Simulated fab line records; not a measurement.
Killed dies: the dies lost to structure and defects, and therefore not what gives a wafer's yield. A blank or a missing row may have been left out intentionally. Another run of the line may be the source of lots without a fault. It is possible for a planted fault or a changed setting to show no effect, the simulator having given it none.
fab line records    flow gf180mcu
[record] lots = 6  wafers = 18  last-day = 34
route steps=602 shown SAB@269 SALICIDE@278
lots untouched by any fault: they come from a run of this same line in which no faults occurred
start-h: hours from the record's opening day to when the first of the lot's shown wafers began    wait-h: hours from the lot's prior step to this one    " repeats the value in the row above    L1.1+2: one row covering several wafers at once    - no value, or no start was given    * or withheld: withheld    < > ~ a bound
route shown NAME@n: NAME is a module with steps in the file, n the number in the route of the first one    usual: the fault-free wafers' mean and standard deviation    same: alike in all rows    chamber/n: place in a boat    sites: the reading at each site    _std_site: the standard deviation of these    _edge_site: the outer-site mean with the inner-site mean subtracted    radius-mm: for every site, how far away it sits from the centre of the wafer    mask NAME#n: copy n    behind: tool/chamber where the wafer was last shaped    hold: reason for holding the lot/hours on hold/outcome of the hold    device: whichever transistor did not switch (one of n, p or np)    end of line: the route-end tests of the same wafers    a step without rows: its recipe alone    killed: at the first sort, the dies lost to defects and structure; wafer yield is something else    map: shows each die of a wafer: x if killed, . if not, _ if none is there
set.NAME: the setting that was run; set.NAME@STEP: the one run at that earlier step    model.NAME: the simulator's own value behind a step, which no gauge read
a table for each step, a row for each wafer; lots at some steps of the route
services: a tool's chamber out of use, with start hour (start-h, from the record's first day; less than 0 if before it), hours out, and reason
[[steps]]
[step GF_SAB_SOFTBAKE_05]
[recipe] temp-c = 90  time-s = 60  resist = NOVOLAK
[step GF_SAB_EXPOSE_06]
[recipe] mask-id = SAB  target-cd-nm = 420  na = 0.6  source-shape = conventional  sigma-outer = 0.6  dose-mj = 140
[step GF_SAB_PEB_07]
[recipe] temp-c = withheld  time-s = *  resist = NOVOLAK
[step GF_SAB_DEVELOP_08]
[recipe] develop-time-s = 60  dev-temp-c = 23
[step GF_SAB_CD_MEAS_09]
[recipe] target-cd-nm = 420
[usual] cd-nm = 420.8/2.1
lot.wafer  tool       chamber  start-h  wait-h  cd-nm
L496.1     cd-sem-01  -        421.54   0.1     423.1
L496.4     "          -        "        "       421.7
L496.6     "          -        "        "       424.3
L498.3     cd-sem-01  -        442.33   0.1     418.1
L498.4     "          -        "        "       419.4
L498.5     "          -        "        "       416.8
L499.1     cd-sem-02  -        448.39   0.1     423.3
L499.2     "          -        "        "       422.0
L499.3     "          -        "        "       420.6
L505.2     cd-sem-01  -        498.71   0.1     424.8
L505.4     "          -        "        "       424.4
L505.6     "          -        "        "       424.4
L506.2     cd-sem-02  -        504.55   0.1     421.2
L506.3     "          -        "        "       420.4
L506.5     "          -        "        "       419.7
L511.1     cd-sem-01  -        540.29   0.1     420.8
L511.4     "          -        "        "       421.2
L511.5     "          -        "        "       421.0
[step GF_SAB_OVL_MEAS_10]
[usual] SAB_OVL = 0.0/2.1
lot.wafer  tool        chamber  start-h  wait-h  SAB_OVL[nm]
L496.1     overlay-01  -        421.66   0.1     -0.9
L496.4     "           -        "        "       -0.7
L496.6     "           -        "        "       1.2
L498.3     overlay-01  -        442.42   0.1     1.5
L498.4     "           -        "        "       -0.1
L498.5     "           -        "        "       -1.1
L499.1     overlay-01  -        448.51   0.1     -0.5
L499.2     "           -        "        "       -0.1
L499.3     "           -        "        "       -0.5
L505.2     overlay-02  -        498.81   0.1     2.7
L505.4     "           -        "        "       2.3
L505.6     "           -        "        "       1.8
L506.2     overlay-01  -        504.65   0.1     -0.9
L506.3     "           -        "        "       1.3
L506.5     "           -        "        "       0.2
L511.1     overlay-01  -        540.41   0.1     1.1
L511.4     "           -        "        "       -0.9
L511.5     "           -        "        "       0.8
[step GF_SAB_ETCH_11]
[recipe] chemistry = C4F8/O2/Ar  mask-material = NOVOLAK  target = SiO2  target-depth-nm = 55  source-w = 1500  bias-w = 1200  pressure-mtorr = 40  c4f8-flow-sccm = withheld  O2_flow_sccm = 6  Ar_flow_sccm = 300  time-s = 8.5
[usual] oes-product-au = 1.002/0.0073
lot.wafer  tool         chamber  start-h  wait-h  oes-product-au  rf-hours-counter-h
L496.1     rie-diel-04  3        421.69   0.0     1.009           69
L496.4     "            0        "        "       1.000           3
L496.6     "            0        "        "       1.004           -
L498.3     rie-diel-02  2        442.44   0.0     1.004           1
L498.4     "            0        "        "       1.012           1
L498.5     "            2        "        "       1.009           -
L499.1     rie-diel-01  2        448.54   0.0     1.017           83
L499.2     "            1        "        "       1.003           12
L499.3     "            0        "        "       1.004           14
L505.2     rie-diel-02  3        498.84   0.0     1.005           5
L505.4     "            1        "        "       1.013           4
L505.6     "            3        "        "       1.001           -
L506.2     rie-diel-01  3        504.68   0.0     1.002           23
L506.3     "            2        "        "       1.014           84
L506.5     "            0        "        "       1.006           -
L511.1     rie-diel-04  1        540.44   0.0     1.005           23
L511.4     "            3        "        "       1.014           72
L511.5     "            1        "        "       0.998           -
[step GF_SAB_WET_ETCH_12]
[recipe] chemistry = dHF  target-depth-nm = 22  dry = n2-spin  target = SiO2  temp-c = 25  dilution = 100:1  time-s = 440
[step GF_SAB_STRIP_13]
[recipe] chemistry = O2/N2  power-w = 1400  pressure-mtorr = 1500  platen-temp-c = 250  o2-flow-sccm = 3000  n2-flow-sccm = 300  overash-fraction = 0.5
[usual] drypump-motor-current-A = 5.7/0.49  heater-power-w = 339/59  oes-product-au = 0.709/0.0044  strip-time-to-endpoint-s = 12.60/0.032
lot.wafer  tool             chamber  start-h  wait-h  drypump-motor-current-A  heater-power-w  oes-product-au  rf-hours-counter-h  strip-time-to-endpoint-s
L496.1     plasma-asher-01  1        421.86   0.0     5.8                      431             0.715           29                  12.56
L496.4     "                0        "        "       4.9                      286             0.707           -                   12.58
L496.6     "                0        "        "       4.9                      289             0.712           -                   12.60
L498.3     plasma-asher-01  1        442.64   0.0     5.8                      419             0.703           -                   12.63
L498.4     "                0        "        "       4.9                      281             0.720           -                   12.65
L498.5     "                0        "        "       4.9                      287             0.712           -                   12.64
L499.1     plasma-asher-01  1        448.71   0.0     5.8                      427             0.715           32                  12.62
L499.2     "                0        "        "       4.9                      293             0.715           32                  12.59
L499.3     "                1        "        "       5.7                      418             0.705           -                   12.60
L505.2     plasma-asher-02  1        499.00   0.0     6.6                      392             0.703           90                  12.59
L505.4     "                0        "        "       6.0                      350             0.710           -                   12.57
L505.6     "                1        "        "       6.6                      401             0.714           -                   12.59
L506.2     plasma-asher-02  1        504.84   0.0     6.6                      411             0.713           90                  12.60
L506.3     "                1        "        "       6.6                      395             0.707           -                   12.60
L506.5     "                0        "        "       6.0                      347             0.709           -                   12.63
L511.1     plasma-asher-01  1        540.61   0.0     5.8                      420             0.711           41                  12.63
L511.4     "                1        "        "       5.8                      415             0.705           -                   12.59
L511.5     "                1        "        "       5.8                      417             0.714           -                   12.60
[step GF_SALICIDE_CLEAN_00]
[recipe] chemistry = SC1/SC2  mix = 1:4:20  temp-c = 70  time-s = 150
[step GF_SALICIDE_WET_ETCH_01]
[recipe] chemistry = dHF  target-depth-nm = 5  dry = ipa-marangoni  target = SiO2  temp-c = 25  dilution = 100:1  time-s = 100
[step GF_SALICIDE_SPUTTER_02]
[recipe] material = Co  target-thk-nm = 10  power-w = 1000  time-s = 20  chamber-pressure-pa = 0.4
[usual] chamber-pressure-pa = 0.4000/0.00081  throttle-valve-pct = 30.5/0.9
lot.wafer  tool            chamber  start-h  wait-h  chamber-pressure-pa  throttle-valve-pct
L496.1     pvd-sputter-03  -        422.05   0.0     0.3993               30.0
L496.4     "               -        "        "       0.4004               31.1
L496.6     "               -        "        "       0.4000               31.3
L498.3     pvd-sputter-02  -        442.85   0.0     0.4000               30.8
L498.4     "               -        "        "       0.3996               30.1
L498.5     "               -        "        "       0.4000               30.7
L499.1     pvd-sputter-03  -        448.93   0.0     0.4009               29.8
L499.2     "               -        "        "       0.4000               32.2
L499.3     "               -        "        "       0.4010               31.0
L505.2     pvd-sputter-03  -        499.18   0.0     0.4000               32.3
L505.4     "               -        "        "       0.4002               31.0
L505.6     "               -        "        "       0.4002               31.2
L506.2     pvd-sputter-01  -        505.02   0.0     0.3986               30.8
L506.3     "               -        "        "       0.3984               29.7
L506.5     "               -        "        "       0.3997               30.7
L511.1     pvd-sputter-02  -        540.84   0.0     0.4010               28.3
L511.4     "               -        "        "       0.3999               30.4
L511.5     "               -        "        "       0.4007               30.2
[step GF_SALICIDE_SPUTTER_03]
[recipe] material = TiN  target-thk-nm = 20  power-w = 6500  time-s = 16.7  chamber-pressure-pa = 0.4
[usual] chamber-pressure-pa = 0.3999/0.00084  throttle-valve-pct = 30.5/0.89
lot.wafer  tool            chamber  start-h  wait-h  chamber-pressure-pa  throttle-valve-pct  model.TiN_of_SALICIDE_SPUTTER_03.thk-nm
L496.1     pvd-sputter-03  -        422.08   0.0     0.4004               30.1                22.01
L496.4     "               -        "        "       0.3996               31.0                20.15
L496.6     "               -        "        "       0.4002               31.0                20.15
L498.3     pvd-sputter-02  -        442.87   0.0     0.3997               30.7                19.69
L498.4     "               -        "        "       0.4001               30.2                20.06
L498.5     "               -        "        "       0.4000               30.9                19.59
L499.1     pvd-sputter-03  -        448.96   0.0     0.3997               30.0                22
L499.2     "               -        "        "       0.4000               32.2                20.01
L499.3     "               -        "        "       0.4014               31.1                20.21
L505.2     pvd-sputter-03  -        499.21   0.0     0.3998               31.9                20.12
L505.4     "               -        "        "       0.4008               31.0                20.03
L505.6     "               -        "        "       0.4006               31.2                19.92
L506.2     pvd-sputter-01  -        505.05   0.0     0.4004               30.7                19.83
L506.3     "               -        "        "       0.3997               29.9                19.78
L506.5     "               -        "        "       0.3996               30.7                19.94
L511.1     pvd-sputter-02  -        540.87   0.0     0.4006               28.5                20.01
L511.4     "               -        "        "       0.3999               30.1                20.18
L511.5     "               -        "        "       0.3992               29.8                20.04
[step GF_SALICIDE_RS_MEAS_04]
[recipe] thk-meas-gauge = four-point-probe  reads = TiN_of_SALICIDE_SPUTTER_03+Co_of_SALICIDE_SPUTTER_02
[usual] SALICIDE_TIN_RS = 16.35/0.28
lot.wafer  tool           chamber  start-h  wait-h  SALICIDE_TIN_RS[ohm/sq]
L496.1     film-metro-04  -        422.10   0.0     15.92
L496.4     "              -        "        "       16.70
L496.6     "              -        "        "       16.74
L498.3     film-metro-02  -        442.94   0.1     16.02
L498.4     "              -        "        "       16.05
L498.5     "              -        "        "       16.09
L499.1     film-metro-04  -        448.98   0.0     15.86
L499.2     "              -        "        "       16.52
L499.3     "              -        "        "       16.51
L505.2     film-metro-01  -        499.26   0.0     16.21
L505.4     "              -        "        "       16.12
L505.6     "              -        "        "       16.10
L506.2     film-metro-02  -        505.10   0.0     16.87
L506.3     "              -        "        "       16.77
L506.5     "              -        "        "       16.88
L511.1     film-metro-01  -        540.90   0.0     16.56
L511.4     "              -        "        "       16.47
L511.5     "              -        "        "       16.55
[step GF_SALICIDE_THK_MEAS_05]
[recipe] thk-meas-gauge = xrf  reads = TiN_of_SALICIDE_SPUTTER_03
[usual] SALICIDE_TIN_THK = 19.83/0.22
lot.wafer  tool           chamber  start-h  wait-h  SALICIDE_TIN_THK[nm]
L496.1     film-metro-04  -        422.22   0.1     21.67
L496.4     "              -        "        "       19.81
L496.6     "              -        "        "       19.82
L498.3     film-metro-02  -        443.04   0.1     19.46
L498.4     "              -        "        "       19.74
L498.5     "              -        "        "       19.29
L499.1     film-metro-04  -        449.10   0.1     21.77
L499.2     "              -        "        "       19.80
L499.3     "              -        "        "       19.96
L505.2     film-metro-01  -        499.37   0.1     19.73
L505.4     "              -        "        "       19.69
L505.6     "              -        "        "       19.55
L506.2     film-metro-02  -        505.21   0.1     19.61
L506.3     "              -        "        "       19.51
L506.5     "              -        "        "       19.68
L511.1     film-metro-01  -        541.02   0.1     19.81
L511.4     "              -        "        "       20.01
L511.5     "              -        "        "       19.94
[step GF_SALICIDE_RTA_06]
[recipe] temp-c = 530  time-s = 30  ambient = N2
[usual] lamp-power-pct = 6.2/0.32  wafer_temp_C_max = 531.6/0.52
lot.wafer  tool           chamber  start-h  wait-h  lamp-power-pct  wafer_temp_C_max
L496.1     rtp-anneal-01  0        422.28   0.1     6.5             532.2
L496.4     "              0        "        "       6.5             532.8
L496.6     "              0        "        "       6.5             532.1
L498.3     rtp-anneal-02  0        443.11   0.1     5.9             530.9
L498.4     "              0        "        "       5.9             531.0
L498.5     "              0        "        "       5.9             531.2
L499.1     rtp-anneal-01  0        449.16   0.1     6.5             532.6
L499.2     "              0        "        "       6.5             532.3
L499.3     "              0        "        "       6.5             532.4
L505.2     rtp-anneal-01  0        499.43   0.1     6.5             531.8
L505.4     "              0        "        "       6.5             531.7
L505.6     "              0        "        "       6.5             531.6
L506.2     rtp-anneal-01  0        505.27   0.1     6.5             531.7
L506.3     "              0        "        "       6.5             532.1
L506.5     "              0        "        "       6.5             531.5
L511.1     rtp-anneal-02  0        541.08   0.1     5.9             531.5
L511.4     "              0        "        "       5.9             531.5
L511.5     "              0        "        "       5.9             531.2
[[services]]
tool             chamber  start-h  hours  kind
rie-diel-01      0        407.35   4.6    repair
rie-diel-04      -        407.57   1.1    repair
pvd-sputter-02   -        416.07   5.7    repair
plasma-asher-02  -        419.24   14.8   repair
plasma-asher-01  -        430.14   5.6    repair
pvd-sputter-02   0        455.94   -      consumable-replace:kit
pvd-sputter-02   0        455.94   18.0   scheduled-down
pvd-sputter-02   0        455.94   18.0   vent-cycle
plasma-asher-01  -        468.72   3.4    repair
pvd-sputter-03   0        505.80   -      consumable-replace:kit
pvd-sputter-03   0        505.80   18.0   scheduled-down
pvd-sputter-03   0        505.80   18.0   vent-cycle
pvd-sputter-02   -        519.29   2.9    repair
rtp-anneal-01    -        519.94   7.9    pm
rie-diel-04      -        525.67   4.3    pm
pvd-sputter-03   -        527.32   0.7    repair
rie-diel-01      2        529.49   6.1    repair
[[key]]
[first-sign] step = GF_SALICIDE_THK_MEAS_05  reading = SALICIDE_TIN_THK  direction = up  sigmas = 8.4  usual = 19.83  struck = 21.72
effect none on later readings
[model-effect] step = GF_SALICIDE_SPUTTER_03  value = TiN_of_SALICIDE_SPUTTER_03.thk-nm  without = 20.02  struck = 22
met-at GF_SALICIDE_SPUTTER_03
struck-wafers L496.1,L499.1
tester-left-out L496,L499
[fault] kind = process-parameter-drift  tool = pvd-sputter-03  chamber = -  onset-h = 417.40  steps = GF_SALICIDE_SPUTTER_03  channel = target-thk-nm  offset = 1.983  shape = step  end-h = 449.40  acts-in = these-recipes-only  stated = 20  scope = struck-wafers-only
// tester-left-out: of these lots the tester's yield and bins aren't shown, on N5 and GAA mostly nor the transistor test; their killed dies are dies lost to structure and defects alone, not to doping, threshold or leakage, so they don't give the yield
